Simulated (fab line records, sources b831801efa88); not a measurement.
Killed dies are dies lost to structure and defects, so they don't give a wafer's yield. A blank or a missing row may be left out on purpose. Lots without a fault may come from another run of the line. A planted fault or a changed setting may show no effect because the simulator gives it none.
A struck lot beside a sound one | flow gf180mcu | 16 steps out of a route of 602
Sound: wafers L787.1, L787.2, L787.6. Struck: wafer L800.4. (L800.1, L800.6 of the same lot were not struck and are left out.) The cause comes at the end.
At each step with rows: each side's tool, then ch and its chambers, then its first start. Under that, the readings that differ: sound wafers | struck wafers | difference of the means | sigmas: that difference in standard deviations of wafers without a fault.
alike: readings whose means differ by less than 2 such deviations, and words and numbers that are the same on both sides. not compared: withheld readings, readings that some wafer has no value for, bounds like >300 that may hide the same value, and numbers for which the record gives no deviation and whose values overlap.
The two part at a step that has a row with sigmas, a row that says differs or no value, or rows on one side only. Numbers that don't overlap but have no deviation are shown without sigmas and don't part them. A reading that every wafer of one side lacks parts them only if that side has two wafers or more.

first, 3 steps without rows for these wafers: GF_V2_EXPOSE_11 (exposes mask Via2, target cd 260 nm); GF_V2_PEB_12 (peb time 90 s); GF_V2_DEVELOP_13 (develop time 60 s).
GF_V2_CD_MEAS_14: target cd 260 nm.
  sound on cd_sem-01, day 20 09:28; struck on cd_sem-02, day 25 02:41
  alike: cd_nm
GF_V2_OVL_MEAS_15:
  sound on overlay-01, day 20 09:35; struck on overlay-02, day 25 02:49
  alike: V2_OVL
GF_V2_ETCH_16: etches BARC in N2/H2.
  sound on rie_diel-02 ch 1,2,3, day 20 09:38; struck on rie_diel-01 ch 2, day 25 02:50
  reading                     | sound       | struck | difference | sigmas
  drypump_motor_current_A (A) | 5.5 6.4 6.6 | 5.0    | -1.2       | -2
  alike: oes_product_au, throttle_valve_pct
GF_V2_ETCH_17: etches SiO2 in C4F8/O2/Ar, stops on TiN, target depth 630 nm.
  sound on rie_diel-02 ch 1,2,3; struck on rie_diel-01 ch 2
  alike: oes_product_au
GF_V2_STRIP_18: strips in O2/N2.
  sound on plasma_asher-04 ch 0,1, day 20 09:45; struck on plasma_asher-02 ch 1, day 25 02:58
  alike: drypump_motor_current_A, heater_power_w, o2_flow_sccm, oes_product_au
  not compared: rf_hours_counter_h
then, 2 steps without rows for these wafers: GF_V2_STRIP_19 (strips in post etch residue remover, time 1200 s); GF_V2_CLEAN_20 (cleans in DIW).
GF_V2_SPUTTER_21: material Ti, target thk 15 nm, time 80.02 s.
  sound on pvd_sputter-04, day 20 10:18; struck on pvd_sputter-04, day 25 03:51
  reading                | sound                | struck | difference | sigmas
  cathode_dc_power_W (W) | 2500.9 2499.9 2500.0 | 2499.2 | -1.1       | -2
  throttle_valve_pct (%) | 30.9 27.4 27.6       | 31.0   | +2.4       | +2
GF_V2_SPUTTER_22: material TiN, target thk 10 nm, time 40 s.
  sound on pvd_sputter-04, day 20 10:22; struck on pvd_sputter-04, day 25 03:55
  reading                | sound          | struck | difference | sigmas
  throttle_valve_pct (%) | 31.1 27.7 27.5 | 31.1   | +2.3       | +2
  alike: cathode_dc_power_W
GF_V2_CVD_23: deposits W, target thk 350 nm, time 104.94 s.
  sound on cvd_w-01 ch 0,1, day 20 10:24; struck on cvd_w-01 ch 1, day 25 03:57
  reading                          | sound             | struck | difference | sigmas
  model.W_of_V2_CVD_23.thk_nm (nm) | 347.7 346.8 344.2 | 337.4  | -8.8       |
  alike: heater_power_w
GF_V2_RS_MEAS_24: measures by four-point-probe.
  sound on film_metro-04, day 20 10:31; struck on film_metro-04, day 25 04:04
  reading          | sound             | struck | difference | sigmas
  V2_W_RS (ohm/sq) | 0.330 0.331 0.333 | 0.339  | +0.008     | +2
GF_V2_THK_MEAS_25: measures by xrf.
  sound on film_metro-04, day 20 10:38; struck on film_metro-04, day 25 04:11
  alike: V2_W_THK
then, 1 step without rows for these wafers: GF_PASSIVATION_PROBE_99.

WHERE THEY PART
First at GF_V2_ETCH_16; last, within this record, at GF_V2_RS_MEAS_24. Later steps at which nothing parts them and some readings are alike: GF_V2_THK_MEAS_25.

WHY: what the simulator had put in
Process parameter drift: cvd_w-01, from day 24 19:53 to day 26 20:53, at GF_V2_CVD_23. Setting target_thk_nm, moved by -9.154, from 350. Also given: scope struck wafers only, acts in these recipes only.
